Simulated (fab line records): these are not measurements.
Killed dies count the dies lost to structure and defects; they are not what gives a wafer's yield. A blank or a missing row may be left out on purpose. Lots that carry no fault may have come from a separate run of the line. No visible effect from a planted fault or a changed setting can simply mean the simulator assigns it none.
Struck lot and sound lot, side by side / flow sky130 / 42 steps out of a route of 708
Sound: the wafers L456.1, L456.2, L456.3. The struck wafers were L469.1, L469.2, L469.6. The cause comes at the end.
For every step that has rows: the tool of each side, followed by ch and its chambers, followed by its first start. Under that, the readings that differ: sound wafers / struck wafers / difference of the means / sigmas: that difference in standard deviations of wafers without a fault.
alike: readings with means less than 2 such deviations apart, plus words and numbers identical on both sides. not compared: withheld readings, readings lacking a value on some wafer, bounds such as >300 that could conceal the same value, and numbers that have no deviation in the record and whose values overlap.
A row with sigmas, a row that says differs or no value, or rows on one side alone: a step with any of these is where the two part. Numbers that have no deviation but don't overlap get no sigmas and don't part them. Lack of a reading on every wafer of one side parts them only where that side has two or more wafers.

first, 6 steps without rows for these wafers: SKY_LDD_N_IMPLANT_10; SKY_LDD_N_IMPLANT_11; SKY_LDD_N_IMPLANT_12; SKY_LDD_N_IMPLANT_13; SKY_LDD_N_IMPLANT_14; SKY_LDD_N_IMPLANT_15.
SKY_LDD_N_STRIP_16: strips in O2/N2.
  sound on plasma_asher-01 ch 0,1, day 18 05:53; struck on plasma_asher-01 ch 0,1, day 23 06:47
  alike: chamber_pressure_mTorr, drypump_motor_current_A, oes_product_au, strip_time_to_endpoint_s
  not compared: rf_hours_counter_h
SKY_LDD_N_TW_MEAS_17:
  sound: film_metro-01 at day 18 05:59; struck: film_metro-02 at day 23 06:53
  alike: LDD_N_TW
then, 4 steps without rows for these wafers: SKY_LDD_P_DEHYDRATE_00 (time 60 s); SKY_LDD_P_HMDS_01 (prime time 60 s); SKY_LDD_P_COAT_02 (resist thk 1140 nm); SKY_LDD_P_SOFTBAKE_03 (time 60 s).
SKY_LDD_P_EXPOSE_04: exposes mask PSDM, target cd 380 nm.
  sound on iline_stepper-01 ch 0, day 18 20:58; struck on iline_stepper-02 ch 0, day 23 21:52
reading=mask; sound=PSDM#0 PSDM#0 PSDM#0; struck=HVPTM#0 HVPTM#0 HVPTM#0; difference=differs; sigmas=
  alike: reticle_temp_C
then, 2 steps without rows for these wafers: SKY_LDD_P_PEB_05; SKY_LDD_P_DEVELOP_06 (develop time 60 s).
SKY_LDD_P_CD_MEAS_07: the cd target is 380 nm.
  sound: cd_sem-02 at day 19 11:52; struck: cd_sem-02 at day 24 12:12
reading=cd_nm (nm); sound=379.1 379.2 380.6; struck=- - -; difference=no value on the struck wafers; sigmas=
SKY_LDD_P_OVL_MEAS_08:
  sound: overlay-02 at day 19 11:59; struck: overlay-02 at day 24 12:19
reading=LDD_P_OVL (nm); sound=-0.2 -1.0 -0.1; struck=- - -; difference=no value on the struck wafers; sigmas=
next, for these wafers, 1 step has no rows: SKY_LDD_P_IMPLANT_09.
SKY_LDD_P_STRIP_10: strips in O2/N2.
  sound on plasma_asher-01 ch 0,1, day 19 12:10; struck on plasma_asher-01 ch 0,1, day 24 12:31
  alike: chamber_pressure_mTorr, drypump_motor_current_A, oes_product_au, strip_time_to_endpoint_s
  not compared: rf_hours_counter_h
SKY_LDD_P_TW_MEAS_11:
  sound: film_metro-03 at day 19 12:16; struck: film_metro-03 at day 24 12:37
reading=LDD_P_TW; sound=643 645 639; struck=30 30 30; difference=-612; sigmas=-99 or more
then, 7 steps without rows for these wafers: SKY_LDD_HVN_DEHYDRATE_00 (time 60 s); SKY_LDD_HVN_HMDS_01 (prime time 60 s); SKY_LDD_HVN_COAT_02 (resist thk 300 nm); SKY_LDD_HVN_SOFTBAKE_03 (time 60 s); SKY_LDD_HVN_EXPOSE_04 (exposes mask HVNTM, target cd 700 nm); SKY_LDD_HVN_PEB_05; SKY_LDD_HVN_DEVELOP_06 (develop time 60 s).
SKY_LDD_HVN_OVL_MEAS_07:
  sound: overlay-02 at day 20 19:04; struck: overlay-01 at day 25 17:52
  alike: LDD_HVN_OVL
next, for these wafers, 1 step has no rows: SKY_LDD_HVN_IMPLANT_08.
SKY_LDD_HVN_STRIP_09: strips in O2/N2.
  sound on plasma_asher-01 ch 0,1, day 20 19:14; struck on plasma_asher-03 ch 0,1, day 25 18:02
  alike: chamber_pressure_mTorr, drypump_motor_current_A, oes_product_au, strip_time_to_endpoint_s
  not compared: rf_hours_counter_h
SKY_LDD_HVN_TW_MEAS_10:
  sound: film_metro-03 at day 20 19:20; struck: film_metro-03 at day 25 18:08
  alike: LDD_HVN_TW
then, 7 steps without rows for these wafers: SKY_LDD_HVP_DEHYDRATE_00 (time 60 s); SKY_LDD_HVP_HMDS_01 (prime time 60 s); SKY_LDD_HVP_COAT_02 (resist thk 300 nm); SKY_LDD_HVP_SOFTBAKE_03 (time 60 s); SKY_LDD_HVP_EXPOSE_04 (exposes mask HVPTM, target cd 700 nm); SKY_LDD_HVP_PEB_05; SKY_LDD_HVP_DEVELOP_06 (develop time 60 s).
SKY_LDD_HVP_OVL_MEAS_07:
  sound: overlay-01 at day 22 01:07; struck: overlay-02 at day 26 22:46
  alike: LDD_HVP_OVL
next, for these wafers, 1 step has no rows: SKY_LDD_HVP_IMPLANT_08.
SKY_LDD_HVP_STRIP_09: strips in O2/N2.
  sound on plasma_asher-02 ch 0,1, day 22 01:17; struck on plasma_asher-04 ch 0,1, day 26 22:58
  alike: chamber_pressure_mTorr, drypump_motor_current_A, oes_product_au, strip_time_to_endpoint_s
  not compared: rf_hours_counter_h
SKY_LDD_HVP_TW_MEAS_10:
  sound: film_metro-01 at day 22 01:23; struck: film_metro-01 at day 26 23:04
reading=LDD_HVP_TW; sound=462.1 461.3 463.2; struck=704.2 705.7 704.0; difference=+242.4; sigmas=+99 or more

## WHERE THEY PART
Earliest at SKY_LDD_P_EXPOSE_04; latest, in this record, at SKY_LDD_HVP_TW_MEAS_10.

WHY: whatever the simulator had introduced
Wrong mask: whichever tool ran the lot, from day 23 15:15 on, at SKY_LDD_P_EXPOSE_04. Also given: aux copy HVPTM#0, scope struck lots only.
